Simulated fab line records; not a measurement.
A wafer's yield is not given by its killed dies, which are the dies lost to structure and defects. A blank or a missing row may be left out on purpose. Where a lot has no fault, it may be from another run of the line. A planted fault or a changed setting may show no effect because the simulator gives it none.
What tool caused it?	flow gf180mcu	24 lots, 72 wafers sampled, at 4 steps of a route of 602

## WHAT EACH GAUGE READ, for each wafer
GF_V3_OVL_MEAS_15. Usual: V3_OVL typically reads -4 nm, with standard deviation 5.4.
lot	measured	on	V3_OVL (nm)	flag
L074	day 22 02:35	overlay-01	-11 -3 -8	
L075	day 23 00:01	overlay-01	5 4 -1	
L076	day 23 02:07	overlay-01	-11 -8 -13	
L077	day 23 19:55	overlay-02	-14 -9 -12	
L078	day 24 01:35	overlay-01	-11 -4 2	
L079	day 24 23:43	overlay-01	-9 -6 -10	
L080	day 24 23:50	overlay-02	-4 -4 -2	
L081	day 25 02:32	overlay-01	-7 -8 -2	
L082	day 25 07:46	overlay-02	-8 -5 -4	
L083	day 25 11:32	overlay-02	2 3 -2	
L084	day 25 15:11	overlay-01	-3 1 -1	
L085	day 26 05:08	overlay-01	-12 -11 -10	
L086	day 26 13:16	overlay-01	-11 -11 -11	
L087	day 26 19:53	overlay-02	-6 -2 -3	
L088	day 27 02:16	overlay-02	-6 -4 -5	
L089	day 27 10:34	overlay-02	-6 -9 -9	
L090	day 27 17:43	overlay-01	-6 -6 -10	
L091	day 27 22:37	overlay-01	2 -3 -2	
L092	day 28 03:47	overlay-01	-9 -6 -8	
L093	day 28 12:23	overlay-02	-8 -5 4	
L094	day 28 21:52	overlay-01	-3 5 0	
L095	day 29 04:41	overlay-02	-1 -4 7	
L096	day 29 07:55	overlay-02	-3 -5 -4	
L097	day 29 19:14	overlay-01	8 7 9	

## TOOL THAT RAN EACH LOT (tool first, then ch and the chambers of the sampled wafers, then the start)
lot	GF_V1_SPUTTER_21	GF_M3_SPUTTER_00	GF_M3_METAL_ETCH_16
L074	pvd sputter-03, day 17 20:46	pvd sputter-01, day 20 01:08	rie metal-02 ch 0,1, day 21 01:34
L075	pvd sputter-01, day 18 18:41	pvd sputter-01, day 20 22:58	rie metal-04 ch 0,1, day 21 23:17
L076	pvd sputter-02, day 18 20:07	pvd sputter-04, day 21 00:58	rie metal-01 ch 0,1, day 22 01:08
L077	pvd sputter-01, day 19 17:26	pvd sputter-01, day 21 21:09	rie metal-04 ch 0,1, day 22 21:06
L078	pvd sputter-02, day 19 21:50	pvd sputter-04, day 22 02:07	rie metal-04 ch 0, day 23 01:50
L079	pvd sputter-02, day 20 20:55	pvd sputter-02, day 23 00:50	rie metal-04 ch 0, day 24 00:09
L080	pvd sputter-02, day 20 21:59	pvd sputter-01, day 23 01:08	rie metal-02 ch 0,1, day 24 00:30
L081	pvd sputter-03, day 21 01:53	pvd sputter-04, day 23 04:18	rie metal-04 ch 0, day 24 02:38
L082	pvd sputter-01, day 21 06:25	pvd sputter-02, day 23 09:36	rie metal-04 ch 0, day 24 08:12
L083	pvd sputter-02, day 21 12:22	pvd sputter-04, day 23 15:13	rie metal-01 ch 0,1, day 24 13:14
L084	pvd sputter-02, day 21 16:10	pvd sputter-02, day 23 18:31	rie metal-04 ch 0, day 24 16:56
L085	pvd sputter-01, day 22 06:22	pvd sputter-01, day 24 08:31	rie metal-01 ch 0,1, day 25 06:22
L086	pvd sputter-02, day 22 16:28	pvd sputter-02, day 24 17:07	rie metal-02 ch 0,1, day 25 14:47
L087	pvd sputter-02, day 22 23:11	pvd sputter-02, day 25 00:18	rie metal-02 ch 0,1, day 25 21:47
L088	pvd sputter-02, day 23 06:26	pvd sputter-04, day 25 06:34	rie metal-04 ch 0,1, day 26 03:59
L089	pvd sputter-01, day 23 15:11	pvd sputter-01, day 25 15:16	rie metal-01 ch 0, day 26 12:46
L090	pvd sputter-02, day 23 23:58	pvd sputter-02, day 25 23:56	rie metal-04 ch 1, day 26 20:56
L091	pvd sputter-03, day 24 05:22	pvd sputter-02, day 26 04:15	rie metal-04 ch 1, day 27 01:13
L092	pvd sputter-02, day 24 11:36	pvd sputter-04, day 26 10:45	rie metal-04 ch 1, day 27 07:02
L093	pvd sputter-02, day 24 21:42	pvd sputter-01, day 26 19:56	rie metal-04 ch 0,1, day 27 15:45
L094	pvd sputter-02, day 25 07:28	pvd sputter-01, day 27 05:05	rie metal-02 ch 0,1, day 28 01:17
L095	pvd sputter-01, day 25 13:16	pvd sputter-01, day 27 11:02	rie metal-01 ch 0,1, day 28 07:03
L096	pvd sputter-03, day 25 19:03	pvd sputter-01, day 27 15:37	rie metal-01 ch 0,1, day 28 11:23
L097	pvd sputter-01, day 26 05:59	pvd sputter-02, day 28 03:07	rie metal-01 ch 0,1, day 28 22:51
- GF_V1_SPUTTER_21: material Ti, target thk 15 nm, time 80.02 s.
- GF_M3_SPUTTER_00: material Ti, target thk 37.5 nm, time 150 s.
- GF_M3_METAL_ETCH_16: etches the open film in Cl2/BCl3, stops on SiO2, target depth 627.5 nm, time 104.6 s.

## WHAT THE TOOLS THEMSELVES READ (means of the sampled wafers that have a number; where no wafer has one, the mark that the record gives instead)
GF_V1_SPUTTER_21. Usual: throttle valve pct 29.7 %, standard deviation 0.78.
lot	tool	throttle valve pct (%)	flag
L074	pvd sputter-03	29.3	
L075	pvd sputter-01	30.2	
L076	pvd sputter-02	29.7	
L077	pvd sputter-01	30.1	
L078	pvd sputter-02	29.2	
L079	pvd sputter-02	29.9	
L080	pvd sputter-02	30.1	
L081	pvd sputter-03	29.7	
L082	pvd sputter-01	29.5	
L083	pvd sputter-02	29.4	
L084	pvd sputter-02	29.5	
L085	pvd sputter-01	29.4	
L086	pvd sputter-02	29.6	
L087	pvd sputter-02	28.9	
L088	pvd sputter-02	29.4	
L089	pvd sputter-01	30.1	
L090	pvd sputter-02	30.4	
L091	pvd sputter-03	29.2	
L092	pvd sputter-02	30.1	
L093	pvd sputter-02	29.4	
L094	pvd sputter-02	29.4	
L095	pvd sputter-01	29.3	
L096	pvd sputter-03	29.2	
L097	pvd sputter-01	30.2	

GF_M3_SPUTTER_00. Usual: throttle valve pct 29.9 %, standard deviation 0.84.
lot	tool	throttle valve pct (%)	flag
L074	pvd sputter-01	29.9	
L075	pvd sputter-01	29.8	
L076	pvd sputter-04	30.4	
L077	pvd sputter-01	30.1	
L078	pvd sputter-04	30.6	
L079	pvd sputter-02	30.1	
L080	pvd sputter-01	30.1	
L081	pvd sputter-04	30.2	
L082	pvd sputter-02	29.0	
L083	pvd sputter-04	30.4	
L084	pvd sputter-02	29.6	
L085	pvd sputter-01	29.2	
L086	pvd sputter-02	28.9	
L087	pvd sputter-02	29.8	
L088	pvd sputter-04	30.2	
L089	pvd sputter-01	30.1	
L090	pvd sputter-02	29.1	
L091	pvd sputter-02	29.9	
L092	pvd sputter-04	29.7	
L093	pvd sputter-01	30.1	
L094	pvd sputter-01	30.0	
L095	pvd sputter-01	30.2	
L096	pvd sputter-01	30.4	
L097	pvd sputter-02	29.9	

GF_M3_METAL_ETCH_16. Usual: drypump motor current A 6.0 A, standard deviation 0.35; he backside leak sccm 3.39 sccm, standard deviation 0.19; oes product au 0.973 a.u., standard deviation 0.0059; throttle valve pct 28.249 %, standard deviation 0.011.
lot	tool	drypump motor current A (A)	he backside leak sccm (sccm)	oes product au (a.u.)	throttle valve pct (%)	flag
L074	rie metal-02	6.2	3.21	0.975	28.233	
L075	rie metal-04	6.0	3.41	0.975	28.247	
L076	rie metal-01	5.8	3.43	0.972	28.259	
L077	rie metal-04	6.0	3.58	0.977	28.257	
L078	rie metal-04	6.3	3.38	0.972	28.247	
L079	rie metal-04	6.3	3.36	0.968	28.251	
L080	rie metal-02	6.3	3.43	0.976	28.243	
L081	rie metal-04	6.3	3.37	0.974	28.254	
L082	rie metal-04	6.3	3.38	0.973	28.252	
L083	rie metal-01	5.9	3.49	0.972	28.257	
L084	rie metal-04	6.3	3.35	0.973	28.242	
L085	rie metal-01	5.8	3.54	0.973	28.243	
L086	rie metal-02	6.3	3.31	0.971	28.253	
L087	rie metal-02	6.2	3.30	0.970	28.251	
L088	rie metal-04	5.7	3.33	0.970	28.244	
L089	rie metal-01	5.7	3.61	0.979	28.247	
L090	rie metal-04	5.5	3.20	0.968	28.253	
L091	rie metal-04	5.4	3.21	0.969	28.257	
L092	rie metal-04	5.5	3.34	0.972	28.253	
L093	rie metal-04	6.0	3.40	0.975	28.252	
L094	rie metal-02	6.2	3.13	0.976	28.239	
L095	rie metal-01	5.8	3.56	0.975	28.245	
L096	rie metal-01	5.8	3.55	0.971	28.246	
L097	rie metal-01	5.8	3.61	0.975	28.235	

## THE ANSWER, worked out from the rows above alone
Rule: take the mean of a lot's wafers that have a number; if it is more than 3 standard deviations from the usual mean, the lot is off. A lot without any number at a reading at which 4 lots or more have one is off too. All remaining lots with rows at the step are treated as sound. After the gauges, taken in route order, come the tools' own readings; for these a lot's mean is taken, as printed above. At the first step where some lot is off, the reading lying furthest off is the one used; lots without a number count as furthest.
No lot is off at any reading shown: from this, nothing can be told.

## WHAT THE SIMULATOR PUT IN
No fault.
